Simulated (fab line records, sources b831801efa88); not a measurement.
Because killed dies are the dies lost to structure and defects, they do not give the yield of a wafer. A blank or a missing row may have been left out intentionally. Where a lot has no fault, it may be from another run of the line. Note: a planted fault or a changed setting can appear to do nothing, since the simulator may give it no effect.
fab line records | flow sky130
[record] lots = 5 wafers = 14 last-day = 50
route steps=708 shown VIA4@648 METAL5@661
lots untouched by any fault: they come from a run of this same line in which no faults occurred
start-h: start of the lot's first displayed wafer, in hours after the record's first day | wait-h: hours from the lot's prior step to this one | " as in the row above | L1.1+2: one row covering several wafers at once | - value missing, or start not given | * or withheld: withheld | < > ~ a bound
route shown NAME@n: names a module that has steps shown in the file, with the first one's number in the route | usual: mean/standard deviation of fault-free wafers | same: alike in all rows | chamber/n: place in a boat | sites: per-site readings | _std_site: the standard deviation of these | _edge_site: outer sites' mean less inner sites' | radius-mm: how far each site lies from the wafer's centre | mask NAME#n: copy n | behind: the most recent tool/chamber to have shaped the wafer | hold: what put the lot on hold/how long, in hours/how the hold closed | device: which transistor (n, p or np) failed to switch | end of line: at the end of the route, the tests of the same wafers | a step given without rows: its recipe and nothing more | killed: count of dies lost to structure and defects at first sort (not the wafer's yield) | map: a wafer's dies, x killed, . not, _ none there
set.NAME: the run value of the setting; set.NAME@STEP: its run value at that earlier step | model.NAME: the simulator's own value behind a step, which no gauge read
lots at selected steps of the route; one table per step, one row per wafer
services: when a tool's chamber went out of use (start-h, in hours from the record's first day, below 0 if earlier), for how many hours, and the reason
[[steps]]
[step SKY_VIA4_PEB_09]
[recipe] temp-c = withheld time-s = * resist = NOVOLAK
[step SKY_VIA4_DEVELOP_10]
[recipe] resist = NOVOLAK developer = TMAH develop-time-s = 60 dev-temp-c = 23
[step SKY_VIA4_OVL_MEAS_11]
[usual] VIA4_OVL = -0.2/1.6
// columns lot.wafer tool chamber start-h wait-h VIA4_OVL[nm]
L127.1 overlay-01 - 1043.88 0.1 -0.7
L127.5 " - " " 1.9
L137.2 overlay-02 - 1126.89 0.1 -0.2
L137.3 " - " " 0.7
L137.4 " - " " 0.9
L138.1 overlay-01 - 1133.44 0.1 0.7
L138.5 " - " " 0.8
L138.6 " - " " 1.7
L139.2 overlay-02 - 1134.55 0.1 -0.7
L139.3 " - " " 0.0
L139.4 " - " " 0.3
L141.2 overlay-01 - 1143.63 0.1 -0.4
L141.5 " - " " 1.3
L141.6 " - " " -1.1
[step SKY_VIA4_ETCH_12]
[recipe] target = SiO2 chemistry = C4F8/O2/Ar stop-on = TiN mask-material = NOVOLAK source-w = 1500 bias-w = 1200 pressure-mtorr = 40 c4f8-flow-sccm = withheld O2_flow_sccm = 6 Ar_flow_sccm = 300 time-s = withheld target-depth-a = 5800
[usual] oes-product-au = 0.926/0.0045
// columns lot.wafer tool chamber start-h wait-h oes-product-au
L127.1 rie-diel-03 3 1043.92 0.0 0.934
L127.5 " 2 " " 0.928
L137.2 rie-diel-03 2 1126.92 0.0 0.924
L137.3 " 1 " " 0.925
L137.4 " 3 " " 0.921
L138.1 rie-diel-01 3 1133.48 0.0 0.927
L138.5 " 2 " " 0.929
L138.6 " 3 " " 0.932
L139.2 rie-diel-03 0 1134.58 0.0 0.923
L139.3 " 2 " " 0.923
L139.4 " 1 " " 0.934
L141.2 rie-diel-04 1 1143.66 0.0 0.924
L141.5 " 1 " " 0.921
L141.6 " 2 " " 0.921
[step SKY_VIA4_STRIP_13]
[recipe] chemistry = O2/N2 power-w = 1400 pressure-mtorr = 1500 platen-temp-c = withheld o2-flow-sccm = 3000 n2-flow-sccm = 300 overash-fraction = 0.5
[usual] drypump-motor-current-A = 5.7/0.43 n2-flow-sccm = 300.0/0.78 oes-product-au = 0.710/0.0046 strip-time-to-endpoint-s = 12.801/0.025
// columns lot.wafer tool chamber start-h wait-h drypump-motor-current-A n2-flow-sccm oes-product-au rf-hours-counter-h strip-time-to-endpoint-s
L127.1 plasma-asher-03 0 1043.99 - 5.2 298.5 0.713 91 12.804
L127.5 " 0 " " 5.2 299.6 0.716 - 12.846
L137.2 plasma-asher-03 0 1126.99 - 5.2 300.4 0.712 99 12.795
L137.3 " 0 " " 5.2 299.1 0.714 - 12.771
L137.4 " 1 " " 5.6 301.3 0.713 - 12.777
L138.1 plasma-asher-03 1 1133.55 - 5.6 300.2 0.714 100 12.783
L138.5 " 1 " " 5.6 299.5 0.712 - 12.854
L138.6 " 0 " " 5.2 299.7 0.705 - 12.818
L139.2 plasma-asher-02 0 1134.65 - 6.0 299.9 0.714 6 12.776
L139.3 " 0 " " 6.0 299.7 0.701 - 12.828
L139.4 " 1 " " 6.1 300.2 0.707 - 12.809
L141.2 plasma-asher-03 0 1143.73 - 5.2 300.6 0.718 101 12.811
L141.5 " 0 " " 5.2 300.2 0.710 - 12.814
L141.6 " 1 " " 5.6 299.3 0.717 - 12.765
[step SKY_VIA4_STRIP_14]
[recipe] chemistry = post-etch-residue-remover time-s = 1200 temp-c = 72.5
[step SKY_VIA4_CLEAN_15]
[recipe] chemistry = IPA time-s = 180 temp-c = 25
[step SKY_VIA4_CLEAN_16]
[recipe] chemistry = O3/DIW dry = n2-spin
[step SKY_VIA4_SPUTTER_17]
[recipe] material = TiN target-thk-nm = 20 chamber-pressure-pa = 5 power-w = 4000 time-s = 80
[usual] cathode-dc-power-W = 4000.0/0.68 throttle-valve-pct = 30.1/1.3
// columns lot.wafer tool chamber start-h wait-h cathode-dc-power-W throttle-valve-pct
L127.1 pvd-sputter-03 - 1044.58 0.0 4000.5 29.1
L127.5 " - " " 3999.8 32.4
L137.2 pvd-sputter-02 - 1128.06 0.0 4000.4 31.1
L137.3 " - " " 3999.0 28.2
L137.4 " - " " 3999.5 30.8
L138.1 pvd-sputter-01 - 1134.60 0.0 4000.2 28.0
L138.5 " - " " 4000.5 31.3
L138.6 " - " " 3999.9 30.1
L139.2 pvd-sputter-02 - 1135.76 0.0 4000.3 31.2
L139.3 " - " " 4001.0 29.3
L139.4 " - " " 3999.6 27.9
L141.2 pvd-sputter-03 - 1144.46 0.0 3999.5 30.5
L141.5 " - " " 3999.1 29.2
L141.6 " - " " 4000.8 30.9
[step SKY_VIA4_CVD_18]
[recipe] material = W target-thk-nm = 505 time-s = 152.14 temp-c = 400 pressure-torr = 40
[usual] heater-power-w = 775/49
// columns lot.wafer tool chamber start-h wait-h heater-power-w
L127.1 cvd-w-02 1 1044.65 0.0 820
L127.5 " 1 " " 787
L137.2 cvd-w-01 1 1128.12 0.0 727
L137.3 " 1 " " 719
L137.4 " 0 " " 760
L138.1 cvd-w-02 1 1134.66 0.0 816
L138.5 " 0 " " 851
L138.6 " 1 " " 833
L139.2 cvd-w-01 1 1135.82 0.0 715
L139.3 " 0 " " 760
L139.4 " 1 " " 729
L141.2 cvd-w-02 1 1144.52 0.0 806
L141.5 " 0 " " 843
L141.6 " 1 " " 830
[step SKY_VIA4_RS_MEAS_19]
[recipe] thk-meas-gauge = four-point-probe reads = W_of_VIA4_CVD_18+TiN_of_VIA4_SPUTTER_17
[usual] VIA4_W_RS = 0.2257/0.0023
// columns lot.wafer tool chamber start-h wait-h VIA4_W_RS[ohm/sq]
L127.1 film-metro-02 - 1044.80 0.1 0.2268
L127.5 " - " " 0.2280
L137.2 film-metro-04 - 1128.29 0.1 0.2284
L137.3 " - " " 0.2271
L137.4 " - " " 0.2244
L138.1 film-metro-03 - 1134.81 0.1 0.2251
L138.5 " - " " 0.2237
L138.6 " - " " 0.2271
L139.2 film-metro-02 - 1136.00 0.1 0.2262
L139.3 " - " " 0.2246
L139.4 " - " " 0.2287
L141.2 film-metro-02 - 1144.69 0.1 0.2271
L141.5 " - " " 0.2264
L141.6 " - " " 0.2271
[step SKY_VIA4_THK_MEAS_20]
[recipe] thk-meas-gauge = xrf reads = W_of_VIA4_CVD_18
[usual] VIA4_W_THK = 507/7.6
// columns lot.wafer tool chamber start-h wait-h VIA4_W_THK[nm]
L127.1 film-metro-02 - 1044.92 0.1 498
L127.5 " - " " 493
L137.2 film-metro-04 - 1128.40 0.1 512
L137.3 " - " " 512
L137.4 " - " " 519
L138.1 film-metro-03 - 1134.93 0.1 505
L138.5 " - " " 510
L138.6 " - " " 504
L139.2 film-metro-02 - 1136.11 0.1 502
L139.3 " - " " 508
L139.4 " - " " 496
L141.2 film-metro-02 - 1144.80 0.1 502
L141.5 " - " " 502
L141.6 " - " " 500
[step SKY_VIA4_CMP_21]
[recipe] stop-on = SiO2 t-overpolish-s = 25 down-force-psi = 3.5 platen-rpm = 60 target-thk-nm = 0 pad-velocity-m-s = 0.94248
[usual] motor-current-A = 11.7/0.67 overpolish-run-s = 25.000/0.0085 time-to-endpoint-s = 122/4.9
// columns lot.wafer tool chamber start-h wait-h motor-current-A overpolish-run-s time-to-endpoint-s
L127.1 cmp-02 0 1045.03 0.1 11.6 0.041 192
L127.5 " 3 " " 10.7 25.007 118
L137.3 cmp-01 0 1128.45 0.0 11.1 25.000 114
L137.2 " 1 " " 11.7 25.003 117
L137.4 " 3 " " 11.8 25.005 114
L138.1 cmp-01 2 1135.04 0.1 12.4 24.994 120
L138.6 " 1 " " 10.8 24.994 121
L138.5 " 2 " " 11.8 25.000 121
L139.2 cmp-02 0 1136.16 0.0 12.1 24.994 127
L139.3 " 2 " " 12.7 25.012 125
L139.4 " 3 " " 11.0 24.996 119
L141.2 cmp-01 2 1145.11 0.3 12.6 25.012 120
L141.5 " 2 " " 12.3 25.003 122
L141.6 " 3 " " 12.0 24.996 116
[step SKY_METAL5_SPUTTER_00]
[recipe] material = Ti target-thk-nm = 15 power-w = 3000 time-s = 10 chamber-pressure-pa = 0.4
[usual] cathode-dc-power-W = 3000.0/0.53 throttle-valve-pct = 30.2/1.1
// columns lot.wafer tool chamber start-h wait-h cathode-dc-power-W throttle-valve-pct
L127.5 pvd-sputter-02 - 1045.29 0.1 3000.2 30.8
L137.2 pvd-sputter-03 - 1128.75 0.2 2999.6 28.8
L137.3 " - " " 2999.5 30.6
L137.4 " - " " 2999.6 30.4
L138.1 pvd-sputter-04 - 1135.29 0.2 3001.2 29.2
L138.5 " - " " 3000.0 29.7
L138.6 " - " " 2999.5 29.5
L139.2 pvd-sputter-03 - 1136.46 0.2 3000.4 30.5
L139.3 " - " " 3000.4 30.6
L139.4 " - " " 3000.5 30.4
L141.2 pvd-sputter-03 - 1145.41 0.2 2999.6 30.6
L141.5 " - " " 2999.9 29.1
L141.6 " - " " 2999.1 30.6
[[services]]
// columns tool chamber start-h hours kind
rie-diel-01 3 1029.71 4.7 repair
rie-diel-04 1 1037.54 5.9 repair
cmp-01 - 1043.31 2.8 pm
plasma-asher-02 - 1055.25 9.0 pm
plasma-asher-02 0 1055.25 9.0 vent-cycle
plasma-asher-02 1 1055.25 9.0 vent-cycle
cvd-w-02 1 1060.23 6.2 repair
plasma-asher-02 0 1064.25 - clean
plasma-asher-02 1 1064.25 - clean
cmp-01 - 1074.36 5.0 repair
cvd-w-01 - 1082.68 1.7 repair
cmp-02 - 1084.00 4.0 pm
rie-diel-01 - 1086.42 0.2 repair
cmp-02 - 1088.00 - consumable-replace:conditioner
cmp-02 - 1088.00 - consumable-replace:pad
pvd-sputter-01 - 1090.19 5.0 repair
plasma-asher-02 - 1093.15 3.5 repair
cmp-01 - 1104.32 0.6 repair
cvd-w-01 1 1105.41 1.4 repair
cvd-w-02 0 1115.64 2.7 repair
cmp-02 - 1118.19 3.8 pm
cmp-02 - 1124.90 6.2 repair
cmp-01 - 1137.76 5.4 repair
[[key]]
[first-sign] step = SKY_VIA4_CMP_21 reading = overpolish-run-s direction = down sigmas = 99+ usual = 25.000 struck = 0.041
[effect] step = SKY_VIA4_CMP_21 reading = time-to-endpoint-s direction = up sigmas = 14 usual = * struck = *
met-at SKY_VIA4_CMP_21
struck-wafers L127.1
later-rows-left-out L127.1
sort-left-out L127.1
[fault] kind = process-parameter-drift tool = cmp-02 chamber = - onset-h = 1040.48 steps = SKY_VIA4_CMP_21 channel = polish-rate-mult offset = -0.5 shape = step end-h = 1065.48 scope = struck-wafers-only
// sort-left-out: the simulated sort isn't trusted on such a fault, so these wafers' sort isn't shown, and their yield isn't known
// later-rows-left-out: the simulator's readings of these wafers behind a module that went badly wrong aren't trusted and aren't shown, but for the sort
